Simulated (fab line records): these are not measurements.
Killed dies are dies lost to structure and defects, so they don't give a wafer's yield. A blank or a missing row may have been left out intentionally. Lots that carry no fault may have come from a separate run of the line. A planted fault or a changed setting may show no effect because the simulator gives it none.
One fault through the eyes of 2 desks + flow gf180mcu + what lay behind the numbers comes last; until then each desk has only its own

## THE TOOL OWNER'S DESK: pecvd-04
The tool's own readings at GF_V4_CVD_02 (deposits SiO2 from TEOS, target thk 850 nm, time 94.851 s): means of the sampled wafers that have a number, for each lot that ran on this tool. Any lot whose mean is over 4 standard deviations away from the usual mean is out of limits and marked OUT; that distance is given in the brackets.
Columns: A = heaterPowerW at GF_V4_CVD_02, usual 648 W
| lot  | first seen here | A   |
|------|-----------------|-----|
| L260 | day 25 21:41    | 633 |
| L264 | day 27 13:14    | 670 |
This desk's verdict: no lot among the 2 shows anything out of limits.

## AT THE METROLOGY DESK
Lot by lot, what the gauges showed, no matter which tool ran the lot: averages of those sampled wafers that carry a number. Any lot whose mean is over 4 standard deviations away from the usual mean is out of limits and marked OUT; that distance is given in the brackets.
Columns: A = cdNm at GF_M4_CD_MEAS_14, usual 280.3 nm; B = M4_OVL at GF_M4_OVL_MEAS_15, usual -5 nm; C = V4_CVD_00_THK at GF_V4_THK_MEAS_01, usual 599 nm; D = V4_CVD_02_THK at GF_V4_THK_MEAS_03, usual 852 nm; E = V4_BOW at GF_V4_BOW_MEAS_05, usual 132 um
| lot  | first seen here | A     | B   | C   | D              | E   |
|------|-----------------|-------|-----|-----|----------------|-----|
| L259 | day 25 13:03    | 280.6 | -5  | 596 | 847            | 129 |
| L260 | day 25 20:43    | 281.9 | -16 | 599 | 845            | 135 |
| L264 | day 27 11:50    | 281.3 | -7  | 594 | 780 (-5.5) OUT | 134 |
| L273 | day 29 21:31    | 280.2 | -7  | 596 | 849            | 142 |
| L274 | day 30 08:30    | 280.0 | -6  | 592 | 869            | 136 |
This desk's result: L264 out of limits, first on L264 (V4_CVD_02_THK at GF_V4_THK_MEAS_03), day 27 13:19. L259, L260, L273, L274 stayed within limits.

## PUT TOGETHER
An alarm was possible from the metrology desk at day 27 13:19, on L264.
The tool owner's desk saw nothing out of limits.
The tool owner's desk has L264 on record, within its limits.
Of the lots named, all ran GF_V4_CVD_02 on pecvd-04.

## WHAT THE SIMULATOR HAD INSERTED
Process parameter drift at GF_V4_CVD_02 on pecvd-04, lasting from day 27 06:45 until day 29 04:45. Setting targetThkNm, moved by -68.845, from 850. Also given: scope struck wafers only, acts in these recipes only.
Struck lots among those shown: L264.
Per desk, hours elapsed from the start of the fault to the first reading out of limits: for the metrology desk, 7.
